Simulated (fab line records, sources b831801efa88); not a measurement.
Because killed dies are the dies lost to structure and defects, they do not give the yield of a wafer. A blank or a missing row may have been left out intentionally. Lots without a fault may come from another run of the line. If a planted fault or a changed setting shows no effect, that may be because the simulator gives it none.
Which tool did it?	flow sky130	12 lots with 34 wafers sampled at 6 steps, on a route of 708 steps

## WHAT THE GAUGES SHOWED, per wafer
SKY_LI_CONTACT_CD_MEAS_12 targets a cd of 170 nm.
lot	measured	on	cd-nm (nm)
L448	day 29 04:27	cd-sem-01	170.3 169.9 169.9
L449	day 29 11:14	cd-sem-01	169.0 169.3 168.3
L452	day 30 14:53	cd-sem-02	172.1 171.9 170.5
L455	day 31 15:52	cd-sem-02	167.7 169.7 168.4
L458	day 32 13:47	cd-sem-01	168.8 170.4
L459	day 32 22:56	cd-sem-02	171.7 171.1
L460	day 33 03:39	cd-sem-02	170.2 169.1 169.7
L467	day 35 08:47	cd-sem-01	168.4 167.4 167.9
L468	day 35 12:46	cd-sem-01	169.6 170.2 169.8
L469	day 36 01:29	cd-sem-01	169.8 168.9 168.2
L470	day 36 07:32	cd-sem-02	169.4 168.6 168.9
L471	day 36 12:55	cd-sem-02	170.6 170.3 170.3

SKY_LI_CONTACT_OVL_MEAS_13.
lot	measured	on	LI_CONTACT_OVL (nm)
L448	day 29 04:34	overlay-02	-12 0 -7
L449	day 29 11:20	overlay-02	-3 -2 -5
L452	day 30 15:01	overlay-01	-10 -1 -5
L455	day 31 15:59	overlay-02	-5 -6 -9
L458	day 32 13:55	overlay-01	0 -5
L459	day 32 23:02	overlay-02	-7 -10
L460	day 33 03:46	overlay-02	6 6 3
L467	day 35 08:55	overlay-02	-5 0 -1
L468	day 35 12:53	overlay-02	-9 -6 -7
L469	day 36 01:35	overlay-01	4 0 5
L470	day 36 07:38	overlay-02	-5 -4 -3
L471	day 36 13:01	overlay-02	-10 -4 -11

SKY_LI_CONTACT_RS_MEAS_22: the measuring method here is four-point-probe.
lot	measured	on	LI_CONTACT_W_RS (ohm/sq)
L448	day 29 05:17	film-metro-02	0.285 0.285 0.283
L449	day 29 12:05	film-metro-02	0.286 0.283 0.281
L452	day 30 15:44	film-metro-01	0.281 0.282 0.288
L455	day 31 16:44	film-metro-01	0.279 0.286 0.277
L458	day 32 14:38	film-metro-01	0.284 0.233
L459	day 32 23:47	film-metro-01	0.231 0.231
L460	day 33 04:29	film-metro-01	0.285 0.280 0.231
L467	day 35 09:38	film-metro-02	0.279 0.283 0.277
L468	day 35 13:37	film-metro-01	0.274 0.285 0.284
L469	day 36 02:21	film-metro-01	0.284 0.284 0.275
L470	day 36 08:23	film-metro-02	0.287 0.289 0.279
L471	day 36 13:45	film-metro-02	0.280 0.284 0.284

SKY_LI_CONTACT_THK_MEAS_23: measures by xrf.
lot	measured	on	LI_CONTACT_W_THK (nm)
L448	day 29 05:25	film-metro-02	377 380 382
L449	day 29 12:11	film-metro-02	380 381 383
L452	day 30 15:51	film-metro-01	392 389 384
L455	day 31 16:52	film-metro-01	394 387 401
L458	day 32 14:45	film-metro-01	388 473
L459	day 32 23:53	film-metro-01	473 478
L460	day 33 04:37	film-metro-01	385 394 470
L467	day 35 09:46	film-metro-02	382 378 384
L468	day 35 13:44	film-metro-01	401 391 391
L469	day 36 02:28	film-metro-01	382 386 398
L470	day 36 08:29	film-metro-02	380 374 388
L471	day 36 13:52	film-metro-02	387 382 384

## TOOL THAT RAN EACH LOT (tool first, then ch and the chambers of the sampled wafers, then the start)
lot	SKY_POLY_CUT_STRIP_12	SKY_LI_CONTACT_CVD_21
L448	plasma-asher-03 ch 0,1, day 24 07:43	cvd-w-02 ch 0,1, day 29 05:10
L449	plasma-asher-02 ch 0,1, day 24 13:04	cvd-w-02 ch 0,1, day 29 11:58
L452	plasma-asher-04 ch 0,1, day 25 19:46	cvd-w-02 ch 0,1, day 30 15:36
L455	plasma-asher-02 ch 0,1, day 26 21:10	cvd-w-01 ch 0,1, day 31 16:37
L458	plasma-asher-04 ch 0, day 27 21:16	cvd-w-02 ch 0,1, day 32 14:30
L459	plasma-asher-02 ch 0,1, day 28 06:53	cvd-w-02 ch 1, day 32 23:38
L460	plasma-asher-04 ch 0,1, day 28 11:32	cvd-w-02 ch 0,1, day 33 04:22
L467	plasma-asher-02 ch 0,1, day 30 20:43	cvd-w-01 ch 0,1, day 35 09:31
L468	plasma-asher-02 ch 0,1, day 30 23:50	cvd-w-01 ch 0,1, day 35 13:29
L469	plasma-asher-02 ch 0,1, day 31 13:11	cvd-w-01 ch 0,1, day 36 02:12
L470	plasma-asher-02 ch 0,1, day 31 19:35	cvd-w-01 ch 0,1, day 36 08:14
L471	plasma-asher-02 ch 0,1, day 32 01:26	cvd-w-02 ch 0,1, day 36 13:36
- SKY_POLY_CUT_STRIP_12: strips in O2/N2.
- SKY_LI_CONTACT_CVD_21: deposits W, target thk 400 nm, time 120.56 s.

## AS READ BY THE TOOLS THEMSELVES (means over the sampled wafers that have a number; for cases with no such wafer, the mark the record gives instead)
SKY_POLY_CUT_STRIP_12.
lot	tool	drypump-motor-current-A (A)	oes-product-au (a.u.)	strip-time-to-endpoint-s (s)
L448	plasma-asher-03	5.9	0.456	5.368
L449	plasma-asher-02	6.2	0.454	5.352
L452	plasma-asher-04	5.9	0.450	5.364
L455	plasma-asher-02	6.2	0.447	5.346
L458	plasma-asher-04	5.8	0.453	5.357
L459	plasma-asher-02	6.0	0.449	5.349
L460	plasma-asher-04	5.8	0.449	5.332
L467	plasma-asher-02	5.8	0.456	5.384
L468	plasma-asher-02	5.8	0.453	5.384
L469	plasma-asher-02	6.2	0.450	5.333
L470	plasma-asher-02	5.8	0.450	5.354
L471	plasma-asher-02	6.2	0.453	5.396

SKY_LI_CONTACT_CVD_21.
lot	tool	heater-power-w (W)
L448	cvd-w-02	850
L449	cvd-w-02	858
L452	cvd-w-02	841
L455	cvd-w-01	829
L458	cvd-w-02	834
L459	cvd-w-02	840
L460	cvd-w-02	855
L467	cvd-w-01	829
L468	cvd-w-01	853
L469	cvd-w-01	859
L470	cvd-w-01	853
L471	cvd-w-02	860

## THE ANSWER, worked out from the rows above alone
Rule: the usual values come from the lots themselves. Put in order of their means at a reading, lots are off if they are a third of the lots or fewer, leave a main group of 4 or more, and stand apart from it by a gap of 3 or more times the standard deviation of the main group's means; of several such gaps the widest counts. If all means in a main group match to the digits the tables above print for the reading, that group is not used. Also off: a lot with no number at a reading for which 4 or more lots have one. Where the step has rows for the other lots, those lots are counted as sound. Order of review: gauges by route order, followed by the tools' own readings, for which a lot's mean as printed above is used. At the first step where some lot is off, the reading lying furthest off is the one used; lots without a number count as furthest.
Off: L458, L459, L460, seen at SKY_LI_CONTACT_RS_MEAS_22 (LI_CONTACT_W_RS). Main group: mean 0.282 ohm/sq, sd 0.0017.
If a tool, at a process step before that reading, ran all the lots that are off and no sound lot after the first of them, it fits. The gauges at SKY_LI_CONTACT_RS_MEAS_22 are tried like those tools. Of those tried, none fits.

## WHAT THE SIMULATOR HAD PUT IN
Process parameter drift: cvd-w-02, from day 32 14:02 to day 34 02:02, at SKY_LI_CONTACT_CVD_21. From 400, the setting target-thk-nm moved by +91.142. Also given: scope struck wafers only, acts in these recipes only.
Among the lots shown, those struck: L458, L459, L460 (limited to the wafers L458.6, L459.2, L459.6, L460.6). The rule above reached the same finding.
